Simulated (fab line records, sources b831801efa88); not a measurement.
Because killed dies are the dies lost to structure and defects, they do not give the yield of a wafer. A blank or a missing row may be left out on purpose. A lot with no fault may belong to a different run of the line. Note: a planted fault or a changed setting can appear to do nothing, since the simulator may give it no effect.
fab line records -- flow gf180mcu
record: lots: 24, wafers: 72, last_day: 34
route steps=602 shown DUAL_GATE@152 CONTACT@303 M1@318 M2@377 M4@458
lots with no fault: from the same line, run without faults
start_h: the number of hours between the record's first day and the start of the first shown wafer of the lot -- wait_h: hours elapsed since this lot's preceding step -- " unchanged from the row above -- L1.1+2: a row that stands for several wafers -- - either no value or no given start -- * or withheld: withheld -- < > ~ a bound
route shown NAME@n: a module of which the file shows steps, and the number in the route of the first -- usual: mean/standard deviation of fault-free wafers -- same: alike in all rows -- chamber/n: place in a boat -- sites: each site's reading -- _std_site: standard deviation of those values -- _edge_site: the outer-site mean with the inner-site mean subtracted -- radius_mm: for every site, how far away it sits from the centre of the wafer -- mask NAME#n: copy n -- behind: tool/chamber where the wafer was last shaped -- hold: why the lot was held/for how many hours/how that ended -- device: whichever transistor did not switch (one of n, p or np) -- end of line: the tests these same wafers got at the end of their route -- where a step has no rows: the recipe by itself -- killed: dies that structure and defects cost at the first sort, which is not the same as the wafer's yield -- map: the dies of a wafer, with x for killed, . for not killed, _ for no die there
set.NAME: the setting as run; set.NAME@STEP: as run at that earlier step -- model.NAME: the simulator's own value behind a step, which no gauge read
the route's steps for a sample of lots (tables are steps, rows are wafers)
services: the hour from which a tool's chamber was out of use, counted from the record's first day as start_h (under 0 if before that day), plus the number of hours and why
== steps ==
step: GF_DUAL_GATE_OVL_MEAS_11
usual: DUAL_GATE_OVL: -0.6/1.3
lot.wafer,tool,chamber,start_h,wait_h,DUAL_GATE_OVL[nm]
L074.2,overlay-02,-,176.68,0.1,-0.7
L074.5,overlay-02,-,176.68,0.1,-0.4
L074.6,overlay-02,-,176.68,0.1,-2.3
L075.3,overlay-01,-,181.75,0.1,-0.5
L075.4,overlay-01,-,181.75,0.1,-0.7
L075.5,overlay-01,-,181.75,0.1,0.1
L076.4,overlay-02,-,190.06,0.1,0.9
L076.5,overlay-02,-,190.06,0.1,-0.4
L076.6,overlay-02,-,190.06,0.1,-2.4
L077.1,overlay-01,-,197.39,0.1,-0.9
L077.2,overlay-01,-,197.39,0.1,-1.0
L077.6,overlay-01,-,197.39,0.1,-1.8
L078.1,overlay-01,-,211.17,0.1,-1.9
L078.3,overlay-01,-,211.17,0.1,-1.3
L078.5,overlay-01,-,211.17,0.1,-2.8
L079.1,overlay-01,-,218.59,0.1,0.4
L079.2,overlay-01,-,218.59,0.1,-1.5
L079.5,overlay-01,-,218.59,0.1,0.4
L080.1,overlay-01,-,220.62,0.1,-2.0
L080.2,overlay-01,-,220.62,0.1,-0.6
L080.5,overlay-01,-,220.62,0.1,-1.0
L081.2,overlay-02,-,228.09,0.1,0.4
L081.4,overlay-02,-,228.09,0.1,0.8
L081.6,overlay-02,-,228.09,0.1,1.1
L082.3,overlay-01,-,236.10,0.1,-1.7
L082.4,overlay-01,-,236.10,0.1,-3.4
L082.5,overlay-01,-,236.10,0.1,-2.0
L083.3,overlay-02,-,244.39,0.1,1.0
L083.4,overlay-02,-,244.39,0.1,-1.6
L083.5,overlay-02,-,244.39,0.1,-1.0
L084.2,overlay-02,-,247.80,0.1,0.8
L084.5,overlay-02,-,247.80,0.1,0.3
L084.6,overlay-02,-,247.80,0.1,0.9
L085.1,overlay-01,-,255.54,0.1,-1.6
L085.2,overlay-01,-,255.54,0.1,-3.1
L085.5,overlay-01,-,255.54,0.1,-0.5
L086.1,overlay-01,-,261.49,0.1,-1.3
L086.4,overlay-01,-,261.49,0.1,-1.4
L086.6,overlay-01,-,261.49,0.1,-1.5
L087.3,overlay-02,-,270.85,0.1,-0.4
L087.5,overlay-02,-,270.85,0.1,0.9
L087.6,overlay-02,-,270.85,0.1,-1.6
L088.1,overlay-02,-,275.22,0.1,-1.5
L088.2,overlay-02,-,275.22,0.1,-0.5
L088.6,overlay-02,-,275.22,0.1,0.3
L089.1,overlay-01,-,279.17,0.1,-0.1
L089.2,overlay-01,-,279.17,0.1,2.4
L089.3,overlay-01,-,279.17,0.1,-0.8
L090.1,overlay-02,-,287.92,0.1,-0.5
L090.4,overlay-02,-,287.92,0.1,-1.0
L090.5,overlay-02,-,287.92,0.1,-0.6
L091.2,overlay-02,-,295.50,0.1,1.2
L091.3,overlay-02,-,295.50,0.1,0.2
L091.4,overlay-02,-,295.50,0.1,1.2
L092.3,overlay-01,-,303.80,0.1,1.3
L092.4,overlay-01,-,303.80,0.1,0.2
L092.6,overlay-01,-,303.80,0.1,1.2
L093.1,overlay-02,-,310.24,0.1,1.1
L093.3,overlay-02,-,310.24,0.1,1.1
L093.4,overlay-02,-,310.24,0.1,-0.4
L094.1,overlay-02,-,317.67,0.1,-3.7
L094.2,overlay-02,-,317.67,0.1,-2.1
L094.3,overlay-02,-,317.67,0.1,-0.9
L095.1,overlay-02,-,323.07,0.1,1.2
L095.2,overlay-02,-,323.07,0.1,0.2
L095.6,overlay-02,-,323.07,0.1,0.5
L096.2,overlay-02,-,328.60,0.1,0.0
L096.3,overlay-02,-,328.60,0.1,-0.5
L096.6,overlay-02,-,328.60,0.1,-2.0
L097.3,overlay-01,-,348.33,0.1,-0.9
L097.5,overlay-01,-,348.33,0.1,-1.3
L097.6,overlay-01,-,348.33,0.1,-0.2
step: GF_CONTACT_ETCH_16
recipe: chemistry: N2/H2, target_depth_a: withheld, overetch_a: withheld, time_s: withheld, target: BARC, ion_energy_ev: 200, source_w: 500, bias_w: 100, pressure_mtorr: 30, n2_flow_sccm: 100, h2_flow_sccm: 200
usual: drypump_motor_current_A: 5.4/0.47, h2_flow_sccm: 200.0/0.56, oes_product_au: 0.854/0.0046, throttle_valve_pct: 13.226/0.0094
lot.wafer,tool,chamber,start_h,wait_h,drypump_motor_current_A,h2_flow_sccm,oes_product_au,throttle_valve_pct
L074.2,rie_diel-03,3,362.48,0.0,5.8,199.3,0.849,13.234
L074.5,rie_diel-03,0,362.48,0.0,5.3,199.6,0.854,13.229
L074.6,rie_diel-03,3,362.48,0.0,5.7,199.7,0.855,13.219
L075.3,rie_diel-04,1,367.08,0.0,5.5,199.5,0.865,13.224
L075.4,rie_diel-04,0,367.08,0.0,6.3,200.4,0.864,13.235
L075.5,rie_diel-04,1,367.08,0.0,5.5,198.7,0.850,13.223
L076.4,rie_diel-02,2,381.40,0.0,5.1,198.4,0.852,13.215
L076.5,rie_diel-02,0,381.40,0.0,5.1,200.0,0.850,13.236
L076.6,rie_diel-02,3,381.40,0.0,4.9,200.7,0.860,13.233
L077.1,rie_diel-02,0,389.25,0.0,5.1,200.3,0.850,13.214
L077.2,rie_diel-02,3,389.25,0.0,4.9,200.5,0.851,13.243
L077.6,rie_diel-02,3,389.25,0.0,4.9,199.8,0.853,13.239
L078.1,rie_diel-03,1,408.30,0.0,5.7,200.1,0.848,13.222
L078.3,rie_diel-03,2,408.30,0.0,5.5,199.4,0.857,13.231
L078.5,rie_diel-03,2,408.30,0.0,5.5,200.8,0.860,13.236
L079.1,rie_diel-03,2,421.38,0.0,5.5,200.0,0.852,13.213
L079.2,rie_diel-03,3,421.38,0.0,5.7,199.3,0.861,13.215
L079.5,rie_diel-03,3,421.38,0.0,5.7,200.3,0.858,13.231
L080.1,rie_diel-03,2,423.38,0.0,5.5,200.9,0.855,13.231
L080.2,rie_diel-03,1,423.38,0.0,5.7,200.5,0.852,13.229
L080.5,rie_diel-03,2,423.38,0.0,5.5,200.5,0.853,13.213
L081.2,rie_diel-04,1,429.40,0.0,5.5,200.3,0.848,13.222
L081.4,rie_diel-04,2,429.40,0.0,4.9,200.5,0.862,13.217
L081.6,rie_diel-04,0,429.40,0.0,6.3,200.9,0.851,13.209
L082.3,rie_diel-03,3,446.55,0.0,5.7,200.1,0.854,13.223
L082.4,rie_diel-03,2,446.55,0.0,5.5,198.9,0.854,13.228
L082.5,rie_diel-03,3,446.55,0.0,5.7,199.4,0.848,13.211
L083.3,rie_diel-04,1,452.38,0.0,5.5,200.1,0.855,13.224
L083.4,rie_diel-04,2,452.38,0.0,4.9,199.6,0.863,13.243
L083.5,rie_diel-04,0,452.38,0.0,6.3,199.0,0.853,13.231
L084.2,rie_diel-03,0,455.95,0.0,5.4,200.5,0.854,13.241
L084.5,rie_diel-03,3,455.95,0.0,5.7,200.8,0.848,13.221
L084.6,rie_diel-03,0,455.95,0.0,5.4,200.1,0.857,13.234
L085.1,rie_diel-04,1,464.58,0.0,5.5,199.5,0.853,13.237
L085.2,rie_diel-04,2,464.58,0.0,4.9,199.6,0.854,13.210
L085.5,rie_diel-04,0,464.58,0.0,6.3,200.8,0.856,13.217
L086.1,rie_diel-04,2,471.43,0.0,4.9,200.3,0.852,13.226
L086.4,rie_diel-04,3,471.43,0.0,4.8,199.8,0.847,13.231
L086.6,rie_diel-04,1,471.43,0.0,5.5,200.7,0.854,13.233
L087.3,rie_diel-02,2,484.63,0.0,5.0,199.1,0.846,13.240
L087.5,rie_diel-02,0,484.63,0.0,5.1,200.5,0.858,13.231
L087.6,rie_diel-02,1,484.63,0.0,6.0,200.0,0.847,13.215
L088.1,rie_diel-04,3,489.57,0.0,4.8,199.4,0.851,13.229
L088.2,rie_diel-04,1,489.57,0.0,5.5,199.9,0.858,13.216
L088.6,rie_diel-04,1,489.57,0.0,5.5,201.0,0.853,13.223
L089.1,rie_diel-03,2,493.93,0.0,5.5,200.4,0.846,13.240
L089.2,rie_diel-03,3,493.93,0.0,5.8,200.4,0.844,13.232
L089.3,rie_diel-03,0,493.93,0.0,5.3,200.2,0.854,13.217
L090.1,rie_diel-02,0,503.78,0.0,5.1,200.5,0.855,13.213
L090.4,rie_diel-02,1,503.78,0.0,6.1,200.7,0.854,13.239
L090.5,rie_diel-02,0,503.78,0.0,5.1,200.3,0.858,13.230
L091.2,rie_diel-04,3,513.39,0.0,4.8,199.3,0.859,13.233
L091.3,rie_diel-04,0,513.39,0.0,6.3,200.3,0.849,13.228
L091.4,rie_diel-04,1,513.39,0.0,5.5,198.8,0.859,13.240
L092.3,rie_diel-04,3,520.59,0.0,4.8,199.8,0.850,13.212
L092.4,rie_diel-04,2,520.59,0.0,4.9,200.5,0.852,13.207
L092.6,rie_diel-04,3,520.59,0.0,4.8,200.2,0.852,13.231
L093.1,rie_diel-04,3,529.83,0.0,4.8,200.1,0.858,13.233
L093.3,rie_diel-04,1,529.83,0.0,5.5,200.5,0.853,13.218
L093.4,rie_diel-04,2,529.83,0.0,4.9,200.1,0.850,13.220
L094.1,rie_diel-02,1,538.08,0.0,6.1,200.2,0.853,13.205
L094.2,rie_diel-02,0,538.08,0.0,5.1,199.9,0.849,13.241
L094.3,rie_diel-02,3,538.08,0.0,4.9,200.5,0.849,13.218
L095.1,rie_diel-03,1,542.13,0.0,5.7,199.5,0.853,13.234
L095.2,rie_diel-03,0,542.13,0.0,5.4,200.1,0.859,13.220
L095.6,rie_diel-03,2,542.13,0.0,5.5,200.3,0.853,13.221
L096.2,rie_diel-04,1,549.98,0.0,5.5,199.2,0.849,13.227
L096.3,rie_diel-04,2,549.98,0.0,4.9,199.8,0.850,13.213
L096.6,rie_diel-04,1,549.98,0.0,5.5,200.4,0.849,13.229
L097.3,rie_diel-04,1,568.77,0.0,5.5,199.8,0.859,13.234
L097.5,rie_diel-04,1,568.77,0.0,5.5,200.2,0.857,13.221
L097.6,rie_diel-04,2,568.77,0.0,4.9,199.7,0.858,13.235
step: GF_M1_SPUTTER_03
recipe: material: Ti, target_thk_nm: 10, substrate_temp_c: 300, chamber_pressure_pa: 0.3052, power_w: 3000, time_s: 6.7
usual: chamber_pressure_pa: 0.3052/0.0006, throttle_valve_pct: 29.1/1.1
lot.wafer,tool,chamber,start_h,wait_h,chamber_pressure_pa,throttle_valve_pct
L074.2,pvd_sputter-03,-,364.01,0.0,0.3058,27.1
L074.5,pvd_sputter-03,-,364.01,0.0,0.3040,29.9
L074.6,pvd_sputter-03,-,364.01,0.0,0.3053,27.4
L075.3,pvd_sputter-03,-,373.21,0.0,0.3044,27.3
L075.4,pvd_sputter-03,-,373.21,0.0,0.3054,29.5
L075.5,pvd_sputter-03,-,373.21,0.0,0.3055,29.9
L076.4,pvd_sputter-04,-,382.85,0.0,0.3055,29.3
L076.5,pvd_sputter-04,-,382.85,0.0,0.3056,29.0
L076.6,pvd_sputter-04,-,382.85,0.0,0.3051,31.0
L077.1,pvd_sputter-02,-,390.55,0.0,0.3057,30.1
L077.2,pvd_sputter-02,-,390.55,0.0,0.3045,28.1
L077.6,pvd_sputter-02,-,390.55,0.0,0.3055,30.1
L078.1,pvd_sputter-02,-,409.60,0.0,0.3050,28.0
L078.3,pvd_sputter-02,-,409.60,0.0,0.3044,28.4
L078.5,pvd_sputter-02,-,409.60,0.0,0.3060,28.0
L079.1,pvd_sputter-02,-,422.68,0.0,0.3052,28.4
L079.2,pvd_sputter-02,-,422.68,0.0,0.3057,29.9
L079.5,pvd_sputter-02,-,422.68,0.0,0.3051,28.2
L080.1,pvd_sputter-02,-,424.68,0.0,0.3051,27.9
L080.2,pvd_sputter-02,-,424.68,0.0,0.3050,28.2
L080.5,pvd_sputter-02,-,424.68,0.0,0.3044,28.0
L081.2,pvd_sputter-04,-,430.70,0.0,0.3054,30.7
L081.4,pvd_sputter-04,-,430.70,0.0,0.3059,28.9
L081.6,pvd_sputter-04,-,430.70,0.0,0.3041,28.8
L082.3,pvd_sputter-02,-,447.95,0.0,0.3058,28.7
L082.4,pvd_sputter-02,-,447.95,0.0,0.3048,29.9
L082.5,pvd_sputter-02,-,447.95,0.0,0.3051,27.9
L083.3,pvd_sputter-02,-,453.69,0.0,0.3046,28.0
L083.4,pvd_sputter-02,-,453.69,0.0,0.3038,29.8
L083.5,pvd_sputter-02,-,453.69,0.0,0.3049,30.0
L084.2,pvd_sputter-02,-,457.25,0.0,0.3056,28.8
L084.5,pvd_sputter-02,-,457.25,0.0,0.3051,30.0
L084.6,pvd_sputter-02,-,457.25,0.0,0.3056,28.5
L085.1,pvd_sputter-03,-,465.90,0.0,0.3060,29.3
L085.2,pvd_sputter-03,-,465.90,0.0,0.3056,29.8
L085.5,pvd_sputter-03,-,465.90,0.0,0.3051,29.5
L086.1,pvd_sputter-02,-,472.73,0.0,0.3052,30.0
L086.4,pvd_sputter-02,-,472.73,0.0,0.3050,28.0
L086.6,pvd_sputter-02,-,472.73,0.0,0.3047,28.1
L087.3,pvd_sputter-02,-,485.95,0.0,0.3041,28.4
L087.5,pvd_sputter-02,-,485.95,0.0,0.3057,28.6
L087.6,pvd_sputter-02,-,485.95,0.0,0.3047,30.2
L088.1,pvd_sputter-03,-,490.90,0.0,0.3048,27.3
L088.2,pvd_sputter-03,-,490.90,0.0,0.3041,30.0
L088.6,pvd_sputter-03,-,490.90,0.0,0.3052,29.7
L089.1,pvd_sputter-02,-,495.24,0.0,0.3055,28.2
L089.2,pvd_sputter-02,-,495.24,0.0,0.3058,27.7
L089.3,pvd_sputter-02,-,495.24,0.0,0.3040,29.8
L090.1,pvd_sputter-04,-,505.08,0.0,0.3064,28.7
L090.4,pvd_sputter-04,-,505.08,0.0,0.3051,30.8
L090.5,pvd_sputter-04,-,505.08,0.0,0.3041,30.9
L091.2,pvd_sputter-03,-,514.72,0.0,0.3056,29.7
L091.3,pvd_sputter-03,-,514.72,0.0,0.3060,30.7
L091.4,pvd_sputter-03,-,514.72,0.0,0.3050,29.6
L092.3,pvd_sputter-03,-,521.92,0.0,0.3061,29.5
L092.4,pvd_sputter-03,-,521.92,0.0,0.3060,30.5
L092.6,pvd_sputter-03,-,521.92,0.0,0.3052,27.2
L093.1,pvd_sputter-02,-,531.14,0.0,0.3051,30.3
L093.3,pvd_sputter-02,-,531.14,0.0,0.3058,28.6
L093.4,pvd_sputter-02,-,531.14,0.0,0.3052,28.1
L094.1,pvd_sputter-04,-,539.40,0.0,0.3053,31.1
L094.2,pvd_sputter-04,-,539.40,0.0,0.3056,29.0
L094.3,pvd_sputter-04,-,539.40,0.0,0.3047,30.8
L095.1,pvd_sputter-02,-,543.45,0.0,0.3058,28.0
L095.2,pvd_sputter-02,-,543.45,0.0,0.3048,28.6
L095.6,pvd_sputter-02,-,543.45,0.0,0.3050,30.1
L096.2,pvd_sputter-03,-,551.30,0.0,0.3049,30.5
L096.3,pvd_sputter-03,-,551.30,0.0,0.3046,27.3
L096.6,pvd_sputter-03,-,551.30,0.0,0.3051,30.9
L097.3,pvd_sputter-02,-,570.07,0.0,0.3065,28.4
L097.5,pvd_sputter-02,-,570.07,0.0,0.3046,29.9
L097.6,pvd_sputter-02,-,570.07,0.0,0.3059,28.0
step: GF_M2_OVL_MEAS_15
usual: M2_OVL: 0/4.7
lot.wafer,tool,chamber,start_h,wait_h,M2_OVL[nm]
L074.2,overlay-01,-,435.96,0.1,-1
L074.5,overlay-01,-,435.96,0.1,4
L074.6,overlay-01,-,435.96,0.1,-2
L075.3,overlay-01,-,445.42,0.1,-2
L075.4,overlay-01,-,445.42,0.1,-2
L075.5,overlay-01,-,445.42,0.1,-2
L076.4,overlay-02,-,455.77,0.1,-1
L076.5,overlay-02,-,455.77,0.1,-3
L076.6,overlay-02,-,455.77,0.1,-6
L077.1,overlay-01,-,465.60,0.1,-6
L077.2,overlay-01,-,465.60,0.1,-4
L077.6,overlay-01,-,465.60,0.1,-2
L078.1,overlay-02,-,485.20,0.1,8
L078.3,overlay-02,-,485.20,0.1,7
L078.5,overlay-02,-,485.20,0.1,7
L079.1,overlay-01,-,498.61,0.1,0
L079.2,overlay-01,-,498.61,0.1,5
L079.5,overlay-01,-,498.61,0.1,5
L080.1,overlay-02,-,501.50,0.1,-8
L080.2,overlay-02,-,501.50,0.1,-3
L080.5,overlay-02,-,501.50,0.1,-5
L081.2,overlay-02,-,505.91,0.1,-7
L081.4,overlay-02,-,505.91,0.1,-8
L081.6,overlay-02,-,505.91,0.1,-7
L082.3,overlay-01,-,522.76,0.1,-10
L082.4,overlay-01,-,522.76,0.1,1
L082.5,overlay-01,-,522.76,0.1,-1
L083.3,overlay-02,-,528.21,0.1,0
L083.4,overlay-02,-,528.21,0.1,5
L083.5,overlay-02,-,528.21,0.1,1
L084.2,overlay-01,-,532.94,0.1,-3
L084.5,overlay-01,-,532.94,0.1,-2
L084.6,overlay-01,-,532.94,0.1,9
L085.1,overlay-02,-,539.80,0.1,5
L085.2,overlay-02,-,539.80,0.1,9
L085.5,overlay-02,-,539.80,0.1,7
L086.1,overlay-02,-,546.30,0.1,-4
L086.4,overlay-02,-,546.30,0.1,-5
L086.6,overlay-02,-,546.30,0.1,2
L087.3,overlay-01,-,558.50,0.1,0
L087.5,overlay-01,-,558.50,0.1,-5
L087.6,overlay-01,-,558.50,0.1,0
L088.1,overlay-01,-,562.14,0.1,10
L088.2,overlay-01,-,562.14,0.1,-2
L088.6,overlay-01,-,562.14,0.1,5
L089.1,overlay-02,-,567.15,0.1,-6
L089.2,overlay-02,-,567.15,0.1,-2
L089.3,overlay-02,-,567.15,0.1,4
L090.1,overlay-02,-,575.59,0.1,2
L090.4,overlay-02,-,575.59,0.1,2
L090.5,overlay-02,-,575.59,0.1,-5
L091.2,overlay-01,-,585.34,0.1,5
L091.3,overlay-01,-,585.34,0.1,0
L091.4,overlay-01,-,585.34,0.1,1
L092.3,overlay-01,-,591.30,0.1,5
L092.4,overlay-01,-,591.30,0.1,2
L092.6,overlay-01,-,591.30,0.1,1
L093.1,overlay-02,-,599.24,0.1,6
L093.3,overlay-02,-,599.24,0.1,4
L093.4,overlay-02,-,599.24,0.1,6
L094.1,overlay-01,-,606.90,0.1,1
L094.2,overlay-01,-,606.90,0.1,1
L094.3,overlay-01,-,606.90,0.1,1
L095.1,overlay-02,-,611.50,0.1,-1
L095.2,overlay-02,-,611.50,0.1,0
L095.6,overlay-02,-,611.50,0.1,4
L096.2,overlay-02,-,618.41,0.1,-1
L096.3,overlay-02,-,618.41,0.1,-2
L096.6,overlay-02,-,618.41,0.1,-2
L097.3,overlay-01,-,636.26,0.1,-2
L097.5,overlay-01,-,636.26,0.1,3
L097.6,overlay-01,-,636.26,0.1,-3
step: GF_M4_SPUTTER_02
recipe: material: AlCu, target_thk_nm: 450, power_w: 10600, time_s: 23.9, chamber_pressure_pa: 0.4
usual: chamber_pressure_pa: 0.4000/0.00092, throttle_valve_pct: 29.2/1.1
lot.wafer,tool,chamber,start_h,wait_h,chamber_pressure_pa,throttle_valve_pct
L074.2,pvd_sputter-04,-,514.14,0.0,0.3991,29.1
L074.5,pvd_sputter-04,-,514.14,0.0,0.4006,28.8
L074.6,pvd_sputter-04,-,514.14,0.0,0.4005,30.9
L075.3,pvd_sputter-02,-,524.57,0.0,0.4008,28.0
L075.4,pvd_sputter-02,-,524.57,0.0,0.4006,28.3
L075.5,pvd_sputter-02,-,524.57,0.0,0.3988,28.1
L076.4,pvd_sputter-02,-,533.20,0.0,0.3995,30.5
L076.5,pvd_sputter-02,-,533.20,0.0,0.3998,28.1
L076.6,pvd_sputter-02,-,533.20,0.0,0.4004,28.7
L077.1,pvd_sputter-04,-,541.97,0.0,0.4017,30.8
L077.2,pvd_sputter-04,-,541.97,0.0,0.4010,31.0
L077.6,pvd_sputter-04,-,541.97,0.0,0.3996,28.9
L078.1,pvd_sputter-04,-,561.92,0.0,0.4014,29.1
L078.3,pvd_sputter-04,-,561.92,0.0,0.3988,29.3
L078.5,pvd_sputter-04,-,561.92,0.0,0.4009,31.0
L079.1,pvd_sputter-04,-,573.34,0.0,0.3997,31.0
L079.2,pvd_sputter-04,-,573.34,0.0,0.4010,30.8
L079.5,pvd_sputter-04,-,573.34,0.0,0.4007,30.8
L080.1,pvd_sputter-01,-,575.11,0.0,0.3997,30.1
L080.2,pvd_sputter-01,-,575.11,0.0,0.4005,30.0
L080.5,pvd_sputter-01,-,575.11,0.0,0.4006,29.6
L081.2,pvd_sputter-02,-,579.53,0.0,0.3991,28.5
L081.4,pvd_sputter-02,-,579.53,0.0,0.4002,27.9
L081.6,pvd_sputter-02,-,579.53,0.0,0.4002,27.9
L082.3,pvd_sputter-02,-,594.77,0.0,0.4013,28.7
L082.4,pvd_sputter-02,-,594.77,0.0,0.3993,28.3
L082.5,pvd_sputter-02,-,594.77,0.0,0.3988,29.8
L083.3,pvd_sputter-02,-,600.21,0.0,0.3984,27.8
L083.4,pvd_sputter-02,-,600.21,0.0,0.3999,28.6
L083.5,pvd_sputter-02,-,600.21,0.0,0.4013,28.5
L084.2,pvd_sputter-02,-,605.04,0.0,0.4013,28.7
L084.5,pvd_sputter-02,-,605.04,0.0,0.4008,30.1
L084.6,pvd_sputter-02,-,605.04,0.0,0.4006,28.6
L085.1,pvd_sputter-04,-,610.70,0.0,0.4001,30.9
L085.2,pvd_sputter-04,-,610.70,0.0,0.4009,29.0
L085.5,pvd_sputter-04,-,610.70,0.0,0.4006,29.0
L086.1,pvd_sputter-04,-,617.20,0.0,0.4006,30.9
L086.4,pvd_sputter-04,-,617.20,0.0,0.4005,30.9
L086.6,pvd_sputter-04,-,617.20,0.0,0.3996,31.1
L087.3,pvd_sputter-01,-,629.02,0.0,0.4006,29.9
L087.5,pvd_sputter-01,-,629.02,0.0,0.4006,30.2
L087.6,pvd_sputter-01,-,629.02,0.0,0.3999,27.4
L088.1,pvd_sputter-01,-,630.33,0.0,0.3996,27.3
L088.2,pvd_sputter-01,-,630.33,0.0,0.4007,29.8
L088.6,pvd_sputter-01,-,630.33,0.0,0.3993,28.6
L089.1,pvd_sputter-02,-,636.67,0.0,0.4005,28.5
L089.2,pvd_sputter-02,-,636.67,0.0,0.4001,28.0
L089.3,pvd_sputter-02,-,636.67,0.0,0.4004,29.8
L090.1,pvd_sputter-02,-,644.22,0.0,0.4002,28.5
L090.4,pvd_sputter-02,-,644.22,0.0,0.4010,28.2
L090.5,pvd_sputter-02,-,644.22,0.0,0.4015,27.8
L091.2,pvd_sputter-02,-,653.22,0.0,0.4002,28.7
L091.3,pvd_sputter-02,-,653.22,0.0,0.4001,28.1
L091.4,pvd_sputter-02,-,653.22,0.0,0.3999,27.9
L092.3,pvd_sputter-02,-,658.18,0.0,0.3999,27.8
L092.4,pvd_sputter-02,-,658.18,0.0,0.3992,28.8
L092.6,pvd_sputter-02,-,658.18,0.0,0.4001,30.1
L093.1,pvd_sputter-04,-,666.68,0.0,0.4003,31.0
L093.3,pvd_sputter-04,-,666.68,0.0,0.3990,29.3
L093.4,pvd_sputter-04,-,666.68,0.0,0.3997,31.1
L094.1,pvd_sputter-01,-,673.88,0.0,0.3986,30.2
L094.2,pvd_sputter-01,-,673.88,0.0,0.3999,27.3
L094.3,pvd_sputter-01,-,673.88,0.0,0.3987,29.0
L095.1,pvd_sputter-02,-,678.41,0.0,0.3995,30.2
L095.2,pvd_sputter-02,-,678.41,0.0,0.4004,28.6
L095.6,pvd_sputter-02,-,678.41,0.0,0.4011,30.0
L096.2,pvd_sputter-04,-,684.16,0.0,0.4002,31.1
L096.3,pvd_sputter-04,-,684.16,0.0,0.3987,30.8
L096.6,pvd_sputter-04,-,684.16,0.0,0.3994,31.0
L097.3,pvd_sputter-01,-,700.73,0.0,0.3984,28.8
L097.5,pvd_sputter-01,-,700.73,0.0,0.4015,30.2
L097.6,pvd_sputter-01,-,700.73,0.0,0.4003,27.3
step: GF_M4_OVL_MEAS_15
usual: M4_OVL: -1/4.5
lot.wafer,tool,chamber,start_h,wait_h,M4_OVL[nm]
L074.2,overlay-02,-,536.26,0.1,0
L074.5,overlay-02,-,536.26,0.1,3
L074.6,overlay-02,-,536.26,0.1,5
L075.3,overlay-01,-,547.31,0.1,-6
L075.4,overlay-01,-,547.31,0.1,-7
L075.5,overlay-01,-,547.31,0.1,-4
L076.4,overlay-02,-,556.21,0.1,1
L076.5,overlay-02,-,556.21,0.1,1
L076.6,overlay-02,-,556.21,0.1,-1
L077.1,overlay-01,-,564.44,0.1,2
L077.2,overlay-01,-,564.44,0.1,-1
L077.6,overlay-01,-,564.44,0.1,4
L078.1,overlay-01,-,583.49,0.1,-1
L078.3,overlay-01,-,583.49,0.1,-4
L078.5,overlay-01,-,583.49,0.1,3
L079.1,overlay-02,-,595.14,0.1,1
L079.2,overlay-02,-,595.14,0.1,-4
L079.5,overlay-02,-,595.14,0.1,4
L080.1,overlay-01,-,596.16,0.1,1
L080.2,overlay-01,-,596.16,0.1,1
L080.5,overlay-01,-,596.16,0.1,-2
L081.2,overlay-02,-,600.55,0.1,-5
L081.4,overlay-02,-,600.55,0.1,-7
L081.6,overlay-02,-,600.55,0.1,1
L082.3,overlay-02,-,615.70,0.1,1
L082.4,overlay-02,-,615.70,0.1,3
L082.5,overlay-02,-,615.70,0.1,2
L083.3,overlay-02,-,621.20,0.1,2
L083.4,overlay-02,-,621.20,0.1,-6
L083.5,overlay-02,-,621.20,0.1,-1
L084.2,overlay-02,-,625.75,0.1,0
L084.5,overlay-02,-,625.75,0.1,-5
L084.6,overlay-02,-,625.75,0.1,-5
L085.1,overlay-01,-,631.39,0.1,-4
L085.2,overlay-01,-,631.39,0.1,-11
L085.5,overlay-01,-,631.39,0.1,-4
L086.1,overlay-02,-,637.59,0.1,-4
L086.4,overlay-02,-,637.59,0.1,0
L086.6,overlay-02,-,637.59,0.1,-2
L087.3,overlay-02,-,649.00,0.1,-1
L087.5,overlay-02,-,649.00,0.1,-3
L087.6,overlay-02,-,649.00,0.1,-3
L088.1,overlay-01,-,650.75,0.1,-11
L088.2,overlay-01,-,650.75,0.1,-7
L088.6,overlay-01,-,650.75,0.1,-5
L089.1,overlay-02,-,656.84,0.1,5
L089.2,overlay-02,-,656.84,0.1,-1
L089.3,overlay-02,-,656.84,0.1,-1
L090.1,overlay-02,-,663.69,0.1,-3
L090.4,overlay-02,-,663.69,0.1,0
L090.5,overlay-02,-,663.69,0.1,0
L091.2,overlay-02,-,672.85,0.1,0
L091.3,overlay-02,-,672.85,0.1,0
L091.4,overlay-02,-,672.85,0.1,3
L092.3,overlay-02,-,677.51,0.1,6
L092.4,overlay-02,-,677.51,0.1,-5
L092.6,overlay-02,-,677.51,0.1,6
L093.1,overlay-02,-,686.09,0.1,5
L093.3,overlay-02,-,686.09,0.1,5
L093.4,overlay-02,-,686.09,0.1,4
L094.1,overlay-01,-,692.15,0.1,0
L094.2,overlay-01,-,692.15,0.1,-2
L094.3,overlay-01,-,692.15,0.1,-9
L095.1,overlay-02,-,697.30,0.1,0
L095.2,overlay-02,-,697.30,0.1,2
L095.6,overlay-02,-,697.30,0.1,-6
L096.2,overlay-01,-,702.99,0.1,-1
L096.3,overlay-01,-,702.99,0.1,-3
L096.6,overlay-01,-,702.99,0.1,-1
L097.3,overlay-01,-,719.10,0.1,-10
L097.5,overlay-01,-,719.10,0.1,-8
L097.6,overlay-01,-,719.10,0.1,-2
== services ==
tool,chamber,start_h,hours,kind
rie_diel-04,2,344.04,4.2,repair
rie_diel-02,0,367.00,4.7,repair
rie_diel-03,-,392.99,2.8,pm
rie_diel-04,2,414.17,7.8,repair
rie_diel-04,-,426.99,0.9,repair
rie_diel-04,3,427.84,3.9,repair
rie_diel-03,-,429.57,0.9,repair
rie_diel-03,1,435.67,15.0,repair
pvd_sputter-02,-,436.46,0.9,repair
pvd_sputter-04,-,465.94,2.8,repair
pvd_sputter-03,-,469.30,5.2,repair
rie_diel-04,0,474.86,20.3,repair
rie_diel-04,-,542.10,0.2,repair
rie_diel-04,1,558.44,3.4,repair
rie_diel-04,1,569.38,5.9,repair
rie_diel-04,3,598.23,1.7,repair
pvd_sputter-04,-,600.72,6.3,repair
pvd_sputter-04,-,628.67,1.0,repair
rie_diel-03,3,638.16,3.8,repair
pvd_sputter-02,-,644.69,8.0,repair
rie_diel-04,3,676.88,8.2,repair
rie_diel-04,3,688.88,2.5,repair
pvd_sputter-04,-,697.31,3.4,repair
rie_diel-03,0,698.41,13.9,repair
== key ==
fault none
